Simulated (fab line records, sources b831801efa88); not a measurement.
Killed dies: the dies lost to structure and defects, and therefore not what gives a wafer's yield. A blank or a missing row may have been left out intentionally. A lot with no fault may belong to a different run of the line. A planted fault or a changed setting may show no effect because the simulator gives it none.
Problem report in the 8D (eight disciplines) form, filled by code | flow sky130 | the parts of the form that need people (team, actions taken, sign-off) are left out

== 1. PROBLEM STATEMENT ==
Across 9 wafers from 3 lots, POLY_GATE_CVD_03_THK at SKY_POLY_GATE_THK_MEAS_04 averages 115.0 nm, while fault-free wafers read 75.0 nm with a standard deviation of 0.7. That puts it +57 standard deviations away from the usual mean.
First seen on wafer L483.1, day 18 23:09, on filmMetro-04. Wafers with a number at this step in the record: 30, from 10 lots. Rule for "out", or "out of limits": more than 4 standard deviations from the usual mean. All remaining wafers that have a number are taken as sound.

== 2. WHAT IT IS AND WHAT IT IS NOT ==
question                    | is                         | is not
which readings at this step | POLY_GATE_CVD_03_THK       | -
which lots                  | L482, L483, L484           | L474, L478, L479, L480, L492, L493, L494
which wafers of those lots  | all that have a number     | -
read on which gauges        | filmMetro-02, filmMetro-04 | filmMetro-03
when                        | from day 18 23:09          | up to then (12 sound wafers); but 9 sound wafers of L492, L493, L494 came after

== 3. WHAT RULES OUT EACH SUSPECT ==
Counting: a tool stays on the suspect list if, at a process step up to the reading, it processed all lots that are out and no sound lot following the first of them.
- the gauge at SKY_POLY_GATE_THK_MEAS_04 has been ruled out. Those wafers that are out were read across 2 gauges (filmMetro-02, filmMetro-04).
- plasmaAsher-02 at SKY_GATE_OXIDE_STRIP_13 (strips in O2/N2): ruled out as a lasting fault. Sound lots L492, L494 ran on it after its first lot that is out, L483 (day 17 11:40).
- lpcvd-02 at SKY_POLY_GATE_CVD_03 (deposits Si3N4 from DCS/NH3, target thk 75 nm, time 1290 s): ruled out as a lasting fault. Sound lots L492, L493, L494 ran on it after its first lot that is out, L483 (day 18 21:47).
Left after counting: nothing in the record.

== 4. THE CAUSE (what the simulator had put in) ==
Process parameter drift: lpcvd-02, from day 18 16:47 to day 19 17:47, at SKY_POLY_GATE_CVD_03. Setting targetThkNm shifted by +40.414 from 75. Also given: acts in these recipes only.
The count ruled it out by mistake, since the rule takes a fault to strike every lot its tool runs from the start of the fault on, and this one did not do so.

== 5. SEQUENCE OF EFFECTS, ordered by route ==
Each row: a reading where the mean over the struck wafers with a number is more than 3 standard deviations away from the usual. Readings are gone through only where the record gives a usual standard deviation; hours: the median, over the lots, of the time from a lot's start at the first step in this table giving one to that lot's start at this step; sigmas: the change measured in usual standard deviations.
hours | step                      | reading              | usual      | on struck wafers | change | sigmas
0     | SKY_POLY_GATE_THK_MEAS_04 | POLY_GATE_CVD_03_THK | 75.0 nm    | 115.0            | +40.0  | +57
31    | SKY_POLY_GATE_ETCH_16     | oesProductAu         | 0.640 a.u. | 0.783            | +0.143 | +28
213   | SKY_POLY_CUT_ETCH_11      | oesProductAu         | 0.828 a.u. | 1.003            | +0.175 | +28
700   | SKY_PAD_OPEN_PROBE_99     | killedAtFrontEnd     | 15         | 418              | +403   | +88
700   | SKY_PAD_OPEN_PROBE_99     | killedDies           | 87         | 492              | +405   | +40
700   | SKY_PAD_OPEN_PROBE_99     | killedOnRim          | 17         | 96               | +79    | +23
It contains these process steps:
- SKY_POLY_GATE_ETCH_16: etches Si3N4 in CH3F/O2, stops on poly-Si, time 147.5 s, target depth 75 nm.
- SKY_POLY_CUT_ETCH_11: etches Si3N4 in CF4/CH2F2/Ar, stops on poly-Si, time 42.5 s, target depth 60 nm.
- SKY_PAD_OPEN_PROBE_99
Later steps that measure or inspect, where all struck wafers having a row at the step show a number for every such reading and not one has moved that far: SKY_LDD_HVN_TW_MEAS_10.

== 6. HOW IT WOULD HAVE BEEN CAUGHT EARLIER ==
6 hours passed between the start of the fault at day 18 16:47 and the first reading out of limits at a measuring or inspecting step in this record, taken at day 18 23:09.
